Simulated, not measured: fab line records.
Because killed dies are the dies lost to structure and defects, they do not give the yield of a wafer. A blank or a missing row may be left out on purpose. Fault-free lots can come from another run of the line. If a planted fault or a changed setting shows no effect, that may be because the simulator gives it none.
A struck lot beside a sound one / flow sky130 / 22 out of 708 route steps
Sound: the wafers L897.3, L897.4, L897.5. Wafers L910.2, L910.3, L910.4 were the ones struck. The cause is named last.
At each step with rows: each side's tool, then ch and its chambers, then its first start. Under that, the readings that differ: sound wafers / struck wafers / difference of the means / sigmas: that difference in standard deviations of wafers without a fault.
alike: readings with means less than 2 such deviations apart, plus words and numbers identical on both sides. not compared: withheld readings, readings lacking a value on some wafer, bounds such as >300 that could conceal the same value, and numbers that have no deviation in the record and whose values overlap.
A row with sigmas, a row that says differs or no value, or rows on one side alone: a step with any of these is where the two part. Numbers that have no deviation but don't overlap get no sigmas and don't part them. Lack of a reading on every wafer of one side parts them only where that side has two or more wafers.

first, 7 steps without rows for these wafers: SKY_FIELD_ISO_HMDS_06 (prime time 60 s); SKY_FIELD_ISO_COAT_07 (resist thk 60 nm); SKY_FIELD_ISO_COAT_08 (resist thk 450 nm); SKY_FIELD_ISO_SOFTBAKE_09 (time 90 s); SKY_FIELD_ISO_EXPOSE_10 (exposes mask FOM, target cd 150 nm); SKY_FIELD_ISO_PEB_11; SKY_FIELD_ISO_DEVELOP_12 (develop time 60 s).
SKY_FIELD_ISO_CD_MEAS_13: the cd target is 150 nm.
  sound: cd_sem-01 at day 3 04:49; struck: cd_sem-02 at day 6 03:13
  alike: cd_nm
SKY_FIELD_ISO_ETCH_14: etches BARC in N2/H2, stops on SiO2, time 45.9 s, target depth 60 nm.
  sound on rie_diel-02 ch 0,1, day 3 04:53; struck on rie_diel-02 ch 1,2,3, day 6 03:19
  alike: bias_w, chamber_pressure_mTorr, drypump_motor_current_A, oes_product_au, throttle_valve_pct
  not compared: rf_hours_counter_h
SKY_FIELD_ISO_ETCH_15: etches the open film in CHF3/O2, stops on Si, target depth 180 nm, time 72 s.
  sound on rie_diel-02 ch 0,1, day 3 04:56; struck on rie_diel-02 ch 1,2,3, day 6 03:22
  alike: O2_flow_sccm, bias_w, drypump_motor_current_A, oes_product_au, throttle_valve_pct
  not compared: rf_hours_counter_h
SKY_FIELD_ISO_STRIP_16: strips in O2/N2.
  sound on plasma_asher-04 ch 0,1, day 3 05:01; struck on plasma_asher-02 ch 0,1, day 6 03:25
  alike: drypump_motor_current_A, oes_product_au, strip_time_to_endpoint_s
  not compared: rf_hours_counter_h
SKY_FIELD_ISO_ETCH_17: etches Si in HBr/Cl2/O2, target depth 342 nm, time 97.7 s.
  sound on rie_si-02 ch 0,3, day 3 05:05; struck on rie_si-02 ch 0,1,2, day 6 03:31
  alike: HBr_flow_sccm, O2_flow_sccm, drypump_motor_current_A, oes_product_au, throttle_valve_pct
  not compared: rf_hours_counter_h
SKY_FIELD_ISO_WET_ETCH_18: etches Si3N4 in H3PO4, target depth 25 nm, time 286 s.
  sound on wet_bench-01 ch 2, day 3 05:09; struck on wet_bench-02 ch 0, day 6 03:35
  no value came back on the struck wafers for bath_guard_temp_C (C), bath_heat_duty_pct (%); on the sound wafers bath_guard_temp_C (C) reads 159.8 159.7 160.0
reading=model.Si3N4_of_FIELD_ISO_CVD_03.thk_nm (nm); sound=125.9 124.8 124.8; struck=148.4 149.2 148.6; difference=+23.6; sigmas=
then, 6 steps without rows for these wafers: SKY_FIELD_ISO_CLEAN_19 (cleans in SC1/SC2, time 150 s); SKY_FIELD_ISO_CLEAN_20 (cleans in dHF, time 20 s); SKY_FIELD_ISO_WET_ETCH_21 (etches SiO2 in dHF, target depth 20 nm, time 400 s); SKY_FIELD_ISO_OXIDATION_22 (stabilise 600 s, purge 300 s, target thk 10 nm); SKY_FIELD_ISO_CVD_24 (deposits SiO2, target thk 595 nm, time 99.2 s); SKY_FIELD_ISO_ANNEAL_26 (time 1800 s).
SKY_FIELD_ISO_CMP_27: polishes, stops on Si3N4, t overpolish 16 s, target thk 457.8 nm.
  sound on cmp-01 ch 1,3, day 3 11:29; struck on cmp-01 ch 0,1,2, day 6 09:34
  alike: motor_current_A
SKY_FIELD_ISO_WET_ETCH_28: etches SiO2 in dHF, target depth 23.7 nm, time 47 s.
  sound on wet_bench-03 ch 2, day 3 11:44; struck on wet_bench-03 ch 1, day 6 09:52
reading=bath_heat_duty_pct (%); sound=6.9 6.9 6.8; struck=5.2 5.2 4.5; difference=-1.9; sigmas=-2
reading=run_length_s (s); sound=72 72 72; struck=79 79 79; difference=+7; sigmas=+2
reading=model.Si3N4_of_FIELD_ISO_CVD_03.thk_nm (nm); sound=120 118.9 118.8; struck=142.5 143.3 142.7; difference=+23.6; sigmas=
then, 1 step without rows for these wafers: SKY_FIELD_ISO_WET_ETCH_29 (etches Si3N4 in H3PO4, target depth 160 nm, time 1825 s).

== WHERE THEY PART ==
Last at SKY_FIELD_ISO_WET_ETCH_28 as far as this record goes, first at SKY_FIELD_ISO_WET_ETCH_18.

WHY: what had been put in by the simulator
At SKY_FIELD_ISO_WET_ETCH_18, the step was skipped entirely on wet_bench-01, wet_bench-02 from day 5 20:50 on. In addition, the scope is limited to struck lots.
